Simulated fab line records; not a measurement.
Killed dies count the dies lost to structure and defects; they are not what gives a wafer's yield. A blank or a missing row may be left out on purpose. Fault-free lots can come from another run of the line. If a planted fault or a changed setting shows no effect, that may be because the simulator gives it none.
fab line records | flow sky130
record lots=6 wafers=18 last-day=50
route steps=708 shown METAL3@561 VIA3@573 PAD_OPEN@708
lots untouched by any fault: they come from a run of this same line in which no faults occurred
start-h: start of the lot's first displayed wafer, in hours after the record's first day | wait-h: hours elapsed since this lot's preceding step | " unchanged from the row above | L1.1+2: several wafers, shown together as one row | - value missing, or start not given | * or withheld: withheld | < > ~ a bound
route shown NAME@n: a module of which the file shows steps, and the number in the route of the first | usual: mean and standard deviation over wafers with no fault | same: alike in all rows | chamber/n: place in a boat | sites: the reading at each site | _std_site: how widely they spread, as a standard deviation | _edge_site: outer sites' mean less inner sites' | radius-mm: for every site, how far away it sits from the centre of the wafer | mask NAME#n: copy n | behind: the last tool/chamber to shape the wafer | hold: why the lot was held/for how many hours/how that ended | device: whichever transistor did not switch (one of n, p or np) | end of line: the same wafers' tests at the end of the route | step lacking rows: just its recipe | killed: count of dies lost to structure and defects at first sort (not the wafer's yield) | map: per-die view of a wafer (x killed, . not killed, _ where there is no die)
set.NAME: the setting the step ran with; set.NAME@STEP: the setting that earlier step ran with | model.NAME: the simulator's own value behind a step, which no gauge read
lots seen at some steps along the route; tables by step, rows by wafer
services: from which hour (start-h, from the record's first day; less than 0 if before it) a tool's chamber was out of use, for how many hours, and why
## steps
# step SKY_METAL3_PEB_11
# recipe peb-temp-c=withheld peb-time-s=withheld resist=KrF-thick
# step SKY_METAL3_DEVELOP_12
# recipe develop-time-s=60 resist=KrF-thick dev-temp-c=21
# step SKY_METAL3_CD_MEAS_13
# recipe target-cd-nm=300
# usual cd-nm=299.8/1.9
# columns lot.wafer tool chamber start-h wait-h cd-nm
L781.2 cd-sem-01 - 908.56 - 297.6
L781.4 " - " " 298.8
L781.5 " - " " 297.3
L785.2 cd-sem-01 - 940.01 - 302.0
L785.5 " - " " 301.2
L785.6 " - " " 302.4
L787.1 cd-sem-02 - 956.29 - 300.8
L787.2 " - " " 300.3
L787.5 " - " " 301.2
L788.1 cd-sem-01 - 970.49 - 295.5
L788.2 " - " " 295.4
L788.3 " - " " 296.0
L796.1 cd-sem-01 - 1022.19 - 302.2
L796.2 " - " " 302.0
L796.4 " - " " 303.1
L801.1 cd-sem-02 - 1046.69 - 298.5
L801.4 " - " " 300.5
L801.5 " - " " 298.6
# step SKY_METAL3_OVL_MEAS_14
# usual METAL3_OVL=-1/5.9
# columns lot.wafer tool chamber start-h wait-h METAL3_OVL[nm]
L781.2 overlay-02 - 908.67 0.1 4
L781.4 " - " " -2
L781.5 " - " " -8
L785.2 overlay-01 - 940.13 0.1 0
L785.5 " - " " -1
L785.6 " - " " -3
L787.1 overlay-01 - 956.41 0.1 2
L787.2 " - " " 6
L787.5 " - " " 2
L788.1 overlay-02 - 970.61 0.1 -1
L788.2 " - " " 0
L788.3 " - " " 1
L796.1 overlay-01 - 1022.31 0.1 2
L796.2 " - " " 3
L796.4 " - " " 3
L801.1 overlay-02 - 1046.81 0.1 -7
L801.4 " - " " -7
L801.5 " - " " -4
# step SKY_METAL3_DESCUM_15
# recipe chemistry=O2 source-power-w=150 bias-power-w=0 pressure-mtorr=10 temp-c=40 time-s=8
# usual drypump-motor-current-A=5.8/0.44 oes-product-au=1.009/0.012
# columns lot.wafer tool chamber start-h wait-h drypump-motor-current-A oes-product-au rf-hours-counter-h
L781.2 rie-metal-03 1 908.70 0.0 6.1 1.014 8
L781.4 " 0 " " 5.8 1.011 -
L781.5 " 1 " " 6.2 1.006 -
L785.2 rie-metal-02 1 940.16 0.0 5.1 0.989 0
L785.5 " 0 " " 6.2 1.018 -
L785.6 " 1 " " 5.1 0.997 -
L787.1 rie-metal-03 1 956.45 0.0 6.2 0.998 10
L787.2 " 0 " " 5.8 1.025 8
L787.5 " 0 " " 5.8 1.005 -
L788.1 rie-metal-04 0 970.64 0.0 5.7 1.007 10
L788.2 " 1 " " 5.4 0.992 14
L788.3 " 0 " " 5.7 1.016 -
L796.1 rie-metal-02 1 1022.35 0.0 5.2 0.999 4
L796.2 " 0 " " 6.2 1.040 15
L796.4 " 1 " " 5.1 1.007 -
L801.1 rie-metal-04 0 1046.85 0.0 5.7 1.008 14
L801.4 " 1 " " 5.4 0.999 -
L801.5 " 1 " " 5.4 0.990 -
# step SKY_METAL3_ETCH_16
# recipe chemistry=N2/H2 target=BARC ion-energy-ev=200 bias-w=100 pressure-mtorr=30 n2-flow-sccm=100 h2-flow-sccm=200 icp-w=500 stop-on=SiO2 time-s=88.2 target-depth-a=600
# step SKY_METAL3_ETCH_17
# recipe target=SiO2 stop-on=TiN chemistry=C4F8/O2/Ar source-w=1500 bias-w=1200 pressure-mtorr=40 c4f8-flow-sccm=withheld O2_flow_sccm=6 Ar_flow_sccm=300 time-s=3.9 target-depth-a=150
# usual oes-product-au=0.753/0.0069
# columns lot.wafer tool chamber start-h wait-h oes-product-au rf-hours-counter-h
L781.2 rie-diel-04 0 908.83 0.1 0.744 22
L781.4 " 3 " " 0.755 16
L781.5 " 2 " " 0.759 -
L785.2 rie-diel-04 1 940.29 0.1 0.751 4
L785.5 " 0 " " 0.755 -
L785.6 " 1 " " 0.748 -
L787.1 rie-diel-03 1 956.58 0.1 0.752 6
L787.2 " 2 " " 0.747 12
L787.5 " 3 " " 0.757 -
L788.1 rie-diel-02 1 970.77 0.1 0.748 19
L788.2 " 0 " " 0.757 16
L788.3 " 3 " " 0.756 18
L796.1 rie-diel-02 0 1022.48 0.1 0.747 17
L796.2 " 3 " " 0.751 19
L796.4 " 1 " " 0.759 20
L801.1 rie-diel-03 1 1046.98 0.1 0.754 9
L801.4 " 0 " " 0.758 27
L801.5 " 1 " " 0.759 -
# step SKY_METAL3_METAL_ETCH_18
# recipe target-depth-a=8450 stop-on=SiO2 over-etch-frac=0.3 time-s=183.1 chemistry=Cl2/BCl3 resist-sidewall-deg=88 pressure-mtorr=10 icp-w=900 bias-w=48.5 Cl2_flow_sccm=60 bcl3-flow-sccm=30
# usual drypump-motor-current-A=5.8/0.39 oes-product-au=0.868/0.0066 throttle-valve-pct=22.264/0.0088
# columns lot.wafer tool chamber start-h wait-h drypump-motor-current-A oes-product-au rf-hours-counter-h throttle-valve-pct
L781.2 rie-metal-02 1 908.85 0.0 5.1 0.874 19 22.269
L781.4 " 0 " " 6.2 0.867 - 22.259
L781.5 " 0 " " 6.2 0.857 - 22.265
L785.2 rie-metal-04 0 940.31 0.0 5.7 0.861 8 22.284
L785.5 " 0 " " 5.7 0.862 - 22.270
L785.6 " 1 " " 5.4 0.867 - 22.268
L787.1 rie-metal-02 0 956.60 0.0 6.2 0.864 12 22.267
L787.2 " 1 " " 5.1 0.865 1 22.262
L787.5 " 0 " " 6.3 0.860 - 22.269
L788.1 rie-metal-03 0 970.79 0.0 5.8 0.869 10 22.261
L788.2 " 1 " " 6.1 0.871 11 22.268
L788.3 " 1 " " 6.2 0.869 - 22.277
L796.1 rie-metal-04 0 1022.50 0.0 5.7 0.873 13 22.262
L796.2 " 1 " " 5.4 0.870 18 22.277
L796.4 " 0 " " 5.7 0.878 - 22.265
L801.1 rie-metal-02 1 1047.00 0.0 5.1 0.877 6 22.268
L801.4 " 0 " " 6.2 0.873 - 22.262
L801.5 " 1 " " 5.1 0.869 - 22.259
# step SKY_METAL3_STRIP_19
# recipe chemistry=O2/N2 power-w=1400 pressure-mtorr=1500 platen-temp-c=withheld o2-flow-sccm=3000 n2-flow-sccm=300 overash-fraction=0.5
# usual drypump-motor-current-A=5.6/0.47 oes-product-au=0.500/0.0055 strip-time-to-endpoint-s=6.49/0.098
# columns lot.wafer tool chamber start-h wait-h drypump-motor-current-A oes-product-au rf-hours-counter-h strip-time-to-endpoint-s
L781.2 plasma-asher-03 0 909.02 0.1 5.5 0.505 104 6.64
L781.4 " 1 " " 6.4 0.500 - 6.38
L781.5 " 0 " " 5.6 0.500 - 6.36
L785.2 plasma-asher-03 0 940.49 0.1 5.5 0.510 107 6.61
L785.5 " 0 " " 5.5 0.498 - 6.57
L785.6 " 1 " " 6.3 0.506 - 6.59
L787.1 plasma-asher-03 1 956.78 0.1 6.4 0.499 109 6.47
L787.2 " 0 " " 5.5 0.512 109 6.74
L787.5 " 0 " " 5.5 0.503 - 6.45
L788.1 plasma-asher-01 1 970.97 0.1 5.3 0.496 24 6.45
L788.2 " 0 " " 5.9 0.498 24 6.49
L788.3 " 0 " " 5.9 0.495 - 6.45
L796.1 plasma-asher-03 1 1022.68 0.1 6.4 0.498 117 6.50
L796.2 " 0 " " 5.6 0.501 117 6.60
L796.4 " 0 " " 5.5 0.512 - 6.60
L801.1 plasma-asher-02 1 1047.18 0.1 5.0 0.505 57 6.48
L801.4 " 1 " " 5.0 0.491 - 6.31
L801.5 " 0 " " 5.1 0.496 - 6.43
# step SKY_METAL3_STRIP_20
# recipe chemistry=post-etch-residue-remover time-s=1200 temp-c=72.5
# step SKY_METAL3_CLEAN_21
# recipe chemistry=IPA time-s=180 temp-c=25
# step SKY_METAL3_CLEAN_22
# recipe chemistry=O3/DIW dry=n2-spin
# step SKY_VIA3_HDPCVD_00
# recipe material=SiO2 target-thk-nm=1635 sigma-open-frac=0.3 time-s=272.5 temp-c=400 sih4-flow-sccm=60 pressure-mtorr=6
# usual pressure-mtorr=6.000/0.011 run-length-s=300.4/0.38 susceptor-temp-C=399.97/0.24
# columns lot.wafer tool chamber start-h wait-h pressure-mtorr run-length-s susceptor-temp-C model.SiO2_of_VIA3_HDPCVD_00.thk-nm
L781.2 hdpcvd-01 1 910.02 0.0 5.997 299.9 400.26 1608
L781.4 " 2 " " 6.014 300.7 399.90 1609
L781.5 " 1 " " 5.999 300.3 400.09 1636
L785.2 hdpcvd-02 0 941.08 0.0 5.990 300.5 399.65 1663
L785.5 " 1 " " 5.993 300.1 400.04 1660
L785.6 " 2 " " 5.978 300.6 399.86 1658
L787.1 hdpcvd-02 2 957.37 0.0 6.009 300.5 399.83 1652
L787.2 " 1 " " 5.996 314.3 399.90 1740
L787.5 " 1 " " 6.004 314.2 399.99 1728
L788.1 hdpcvd-02 0 971.56 0.0 6.002 300.6 400.00 1657
L788.2 " 2 " " 6.005 300.2 399.91 1639
L788.3 " 1 " " 6.000 314.3 399.79 1735
L796.1 hdpcvd-01 2 1023.27 0.0 6.012 300.3 400.15 1647
L796.2 " 0 " " 6.000 301.3 399.92 1644
L796.4 " 1 " " 6.016 299.6 399.55 1672
L801.1 hdpcvd-01 0 1047.77 0.0 5.976 300.7 399.77 1614
L801.4 " 2 " " 6.020 300.5 399.82 1618
L801.5 " 2 " " 5.993 300.6 400.05 1637
# step SKY_VIA3_THK_MEAS_01
# recipe reads=SiO2_of_VIA3_HDPCVD_00
# usual VIA3_HDPCVD_THK=1644/17
# columns lot.wafer tool chamber start-h wait-h hold VIA3_HDPCVD_THK[nm]
L781.2 film-metro-03 - 910.28 0.2 - 1607
L781.4 " - " " - 1610
L781.5 " - " " - 1636
L785.2 film-metro-04 - 941.26 0.1 - 1664
L785.5 " - " " - 1661
L785.6 " - " " - 1658
L787.1 film-metro-01 - 957.54 0.1 await-dispo/0.2h/release 1651
L787.2 " - " " await-dispo/0.2h/release 1740
L787.5 " - " " await-dispo/0.2h/release 1729
L787.1 film-metro-01 - 957.77 0.2 - 1654
L787.2 " - " " - 1741
L787.5 " - " " - 1728
L788.1 film-metro-03 - 971.73 0.1 await-dispo/0.2h/release 1656
L788.2 " - " " await-dispo/0.2h/release 1638
L788.3 " - " " await-dispo/0.2h/release 1734
L788.1 film-metro-03 - 971.96 0.2 - 1658
L788.2 " - " " - 1639
L788.3 " - " " - 1735
L796.1 film-metro-03 - 1023.44 0.1 - 1646
L796.2 " - " " - 1644
L796.4 " - " " - 1673
L801.1 film-metro-03 - 1048.02 0.2 - 1614
L801.4 " - " " - 1617
L801.5 " - " " - 1636
# step SKY_VIA3_CMP_02
# recipe material=SiO2 down-force-psi=4 platen-rpm=60 pad-velocity-m-s=0.94248
# usual motor-current-A=12.3/1.2 platen-rpm=60.01/0.04
# columns lot.wafer tool chamber start-h wait-h hold motor-current-A platen-rpm
L781.4 cmp-02 0 910.38 0.1 - 13.0 59.95
L781.2 " 2 " " - 13.6 60.06
L781.5 " 3 " " - 10.8 60.00
L785.2 cmp-02 3 942.02 0.8 - 11.0 60.01
L785.5 " 2 " " - 14.3 59.99
L785.6 " 3 " " - 10.8 59.96
L787.1 cmp-02 2 960.71 2.9 await-dispo/2.5h/release 13.5 59.99
L787.2 " 3 " " await-dispo/2.5h/release 10.2 59.99
L787.5 " 1 " " await-dispo/2.5h/release 13.2 60.00
L788.3 cmp-01 2 981.04 9.1 await-dispo/9.0h/release 11.4 60.00
L788.2 " 3 " " await-dispo/9.0h/release 11.8 60.02
L788.1 " 0 " " await-dispo/9.0h/release 10.6 59.97
L796.1 cmp-01 2 1023.50 0.1 - 10.8 60.06
L796.4 " 3 " " - 11.3 60.07
L796.2 " 1 " " - 12.6 60.06
L801.4 cmp-02 2 1048.08 0.0 - 13.8 60.07
L801.1 " 1 " " - 13.8 60.06
L801.5 " 3 " " - 11.3 60.02
# step SKY_PAD_OPEN_PROBE_99
# usual defect-limited-yield=82.1/2 killed_at_M0_to_M3=44/7.8 killed_at_M4_up=3.1/1.7 killed-at-contacts=25/5.1 killed-at-front-end=15/4.4 killed-at-other=0.5/0.68 killed-dies=88/9.9 killed-open=48/6.9 killed-short=39/6.5 sort_bin_3_pad_short=0.8/0.42 sort_bin_5_function=10.6/1.5 sort_bin_6_memory=6.5/1.2 sort-n-pass=404/9.9 sort-yield-pct=82.1/2
# same gross-dies=492 killed-at-back-side=0 sort_bin_4_leakage[%]=0 sort_bin_8_speed[%]=0
# columns lot.wafer tool chamber start-h wait-h defect-limited-yield[%] killed_at_M0_to_M3 killed_at_M4_up killed-at-contacts killed-at-front-end killed-at-other killed-dies killed-open killed-short sort_bin_3_pad_short[%] sort_bin_5_function[%] sort_bin_6_memory[%] sort-n-pass sort-yield-pct[%]
L781.2 prober-02 - 1082.46 0.1 84.3 40 4 22 11 0 77 41 36 1.0 9.8 4.9 415 84.3
L781.4 prober-02 - 1082.56 0.2 83.3 39 3 31 9 0 82 48 34 1.0 8.7 6.9 410 83.3
L781.5 prober-02 - 1082.61 0.2 82.9 45 4 22 12 1 84 47 37 0.4 10.2 6.5 408 82.9
L785.2 prober-02 - 1109.02 0.1 84.3 32 2 29 12 2 77 47 29 0.4 11.2 4.1 415 84.3
L785.5 prober-02 - 1109.17 0.2 80.9 45 2 31 15 1 94 52 42 1.2 10.4 7.5 398 80.9
L785.6 prober-02 - 1109.22 0.2 83.3 35 3 33 11 0 82 43 39 0.6 9.3 6.7 410 83.3
L788.1 prober-01 - 1132.59 0.1 80.3 46 3 26 21 1 97 49 47 1.0 12.6 6.1 395 80.3
L788.2 prober-01 - 1132.64 0.1 83.3 36 5 28 13 0 82 51 31 0.4 10.6 5.7 410 83.3
L788.3 prober-01 - 1132.69 0.2 81.1 49 3 22 19 0 93 53 40 0.8 10.8 7.3 399 81.1
L796.1 prober-01 - 1174.57 0.1 80.7 51 3 24 17 0 95 55 40 0.8 12.6 5.9 397 80.7
L796.2 prober-01 - 1174.62 0.1 82.5 38 5 27 16 0 86 53 33 0.8 10.4 6.3 406 82.5
L796.4 prober-01 - 1174.72 0.2 80.1 47 2 30 19 0 98 55 42 1.0 12.0 6.9 394 80.1
L801.1 prober-01 - 1191.70 0.1 84.1 45 4 16 12 1 78 43 35 0.8 9.3 5.7 414 84.1
L801.4 prober-01 - 1191.85 0.2 79.7 48 7 19 25 1 100 52 48 1.2 11.0 8.1 392 79.7
L801.5 prober-01 - 1191.90 0.2 85.2 35 2 23 13 0 73 43 28 0.2 9.3 5.3 419 85.2
# killed by level:class
L781.2 VIA2:geometric-particle:open=8 VIA1:geometric-particle:open=8 LI_CONTACT:geometric-particle:open=7 CONTACT:geometric-particle:open=5 CONTACT:geometric-particle:short=5 METAL2:geometric-particle:short=5 FIELD_ISO:geometric-particle:open=4 LOCAL_INTERCONNECT:geometric-particle:short=4
L781.4 CONTACT:geometric-particle:open=13 VIA1:geometric-particle:open=12 LI_CONTACT:geometric-particle:open=6 METAL2:geometric-particle:short=5 VIA1:geometric-particle:short=5 POLY_GATE:geometric-particle:open=4 LOCAL_INTERCONNECT:geometric-particle:short=4 VIA3:geometric-particle:open=3
L781.5 CONTACT:geometric-particle:open=10 VIA1:geometric-particle:short=8 VIA3:geometric-particle:open=7 METAL1:geometric-particle:short=7 VIA1:geometric-particle:open=7 VIA2:geometric-particle:open=5 VIA3:geometric-particle:short=4 FIELD_ISO:geometric-particle:open=3
L785.2 CONTACT:geometric-particle:open=13 LI_CONTACT:geometric-particle:open=8 VIA2:geometric-particle:open=6 FIELD_ISO:geometric-particle:open=5 CONTACT:geometric-particle:short=5 VIA1:geometric-particle:open=5 VIA3:geometric-particle:short=4 VIA3:geometric-particle:open=4
L785.5 CONTACT:geometric-particle:open=14 CONTACT:geometric-particle:short=10 VIA1:geometric-particle:open=10 VIA3:geometric-particle:open=8 VIA2:geometric-particle:open=7 LI_CONTACT:geometric-particle:open=6 FIELD_ISO:geometric-particle:short=5 METAL2:geometric-particle:short=5
L785.6 CONTACT:geometric-particle:open=17 LI_CONTACT:geometric-particle:open=6 CONTACT:geometric-particle:short=6 VIA1:geometric-particle:open=6 VIA3:geometric-particle:short=6 METAL1:geometric-particle:short=5 VIA2:geometric-particle:open=5 VIA3:geometric-particle:open=5
L788.1 FIELD_ISO:geometric-particle:short=8 METAL1:geometric-particle:short=8 CONTACT:geometric-particle:open=7 LI_CONTACT:geometric-particle:open=7 VIA1:geometric-particle:open=7 VIA2:geometric-particle:open=7 CONTACT:geometric-particle:short=6 VIA3:geometric-particle:open=6
L788.2 CONTACT:geometric-particle:open=10 VIA2:geometric-particle:open=9 LI_CONTACT:geometric-particle:open=8 VIA3:geometric-particle:open=7 VIA1:geometric-particle:open=7 CONTACT:geometric-particle:short=6 FIELD_ISO:geometric-particle:open=4 SPACER:geometric-particle:short=4
L788.3 VIA2:geometric-particle:open=15 VIA1:geometric-particle:open=11 FIELD_ISO:geometric-particle:short=8 LI_CONTACT:geometric-particle:open=6 CONTACT:geometric-particle:open=6 VIA2:geometric-particle:short=6 VIA3:geometric-particle:open=5 LI_CONTACT:geometric-particle:short=4
L796.1 VIA1:geometric-particle:open=12 VIA3:geometric-particle:open=10 CONTACT:geometric-particle:open=8 LI_CONTACT:geometric-particle:open=7 VIA2:geometric-particle:open=7 POLY_GATE:geometric-particle:short=6 POLY_GATE:geometric-particle:open=5 VIA2:geometric-particle:short=5
L796.2 VIA1:geometric-particle:open=11 VIA3:geometric-particle:open=10 CONTACT:geometric-particle:open=9 LI_CONTACT:geometric-particle:open=7 POLY_GATE:geometric-particle:open=5 CONTACT:geometric-particle:short=5 METAL3:geometric-particle:short=4 METAL2:geometric-particle:short=4
L796.4 LI_CONTACT:geometric-particle:open=12 CONTACT:geometric-particle:open=9 VIA2:geometric-particle:open=8 VIA1:geometric-particle:open=7 VIA1:geometric-particle:short=6 VIA3:geometric-particle:open=6 METAL1:geometric-particle:short=5 FIELD_ISO:geometric-particle:short=4
L801.1 VIA1:geometric-particle:open=14 CONTACT:geometric-particle:open=10 VIA2:geometric-particle:open=6 METAL1:geometric-particle:short=6 METAL4:geometric-particle:short=4 LOCAL_INTERCONNECT:geometric-particle:short=4 VIA2:geometric-particle:short=4 FIELD_ISO:geometric-particle:open=3
L801.4 VIA1:geometric-particle:open=11 VIA2:geometric-particle:open=8 CONTACT:geometric-particle:open=7 METAL2:geometric-particle:short=7 FIELD_ISO:geometric-particle:short=6 LI_CONTACT:geometric-particle:open=6 POLY_GATE:geometric-particle:short=5 METAL4:geometric-particle:short=5
L801.5 LI_CONTACT:geometric-particle:open=12 VIA1:geometric-particle:open=9 CONTACT:geometric-particle:open=5 VIA3:geometric-particle:open=5 CONTACT:geometric-particle:short=4 METAL3:geometric-particle:open=4 POLY_GATE:geometric-particle:open=3 POLY_GATE:geometric-particle:short=3
## services
# columns tool chamber start-h hours kind
cmp-01 - 902.11 4.2 pm
rie-diel-02 0 902.39 2.3 repair
rie-diel-03 0 905.62 5.3 repair
hdpcvd-01 0 905.94 23.3 repair
cmp-01 - 908.95 1.6 repair
cmp-02 - 912.00 4.0 pm
rie-diel-04 - 921.14 2.8 pm
cmp-01 - 926.83 20.7 pm
rie-diel-02 3 934.95 1.3 repair
hdpcvd-01 - 950.25 15.0 pm
cmp-02 - 953.28 0.9 repair
hdpcvd-01 - 973.63 28.1 pm
rie-diel-04 3 973.90 9.4 repair
rie-diel-04 2 976.58 4.3 repair
rie-diel-04 - 981.74 0.4 repair
cmp-02 - 984.13 2.3 repair
cmp-02 - 995.68 3.3 repair
rie-diel-02 1 1001.89 4.4 repair
cmp-02 - 1006.34 2.3 repair
cmp-01 - 1011.57 0.7 repair
hdpcvd-02 1 1020.66 58.1 repair
plasma-asher-03 - 1029.72 0.8 repair
hdpcvd-01 1 1042.48 5.5 repair
cmp-01 - 1045.47 1.6 repair
## key
first-sign step=SKY_VIA3_HDPCVD_00 reading=run-length-s direction=up sigmas=37 usual=* struck=*
effect step=SKY_VIA3_THK_MEAS_01 reading=visit direction=added
effect step=SKY_VIA3_THK_MEAS_01 reading=VIA3_HDPCVD_THK direction=up sigmas=5.3 usual=1644 struck=1734
model-effect step=SKY_VIA3_HDPCVD_00 value=SiO2_of_VIA3_HDPCVD_00.thk-nm without=1648 struck=1735
met-at SKY_VIA3_HDPCVD_00
struck-wafers L787.2,L787.5,L788.3
onset-between 941.08 957.37
fault kind=process-parameter-drift tool=hdpcvd-02 chamber=1 onset-h=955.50 steps=SKY_VIA3_HDPCVD_00 channel=time-s offset=* shape=step end-h=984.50 acts-in=* stated=*
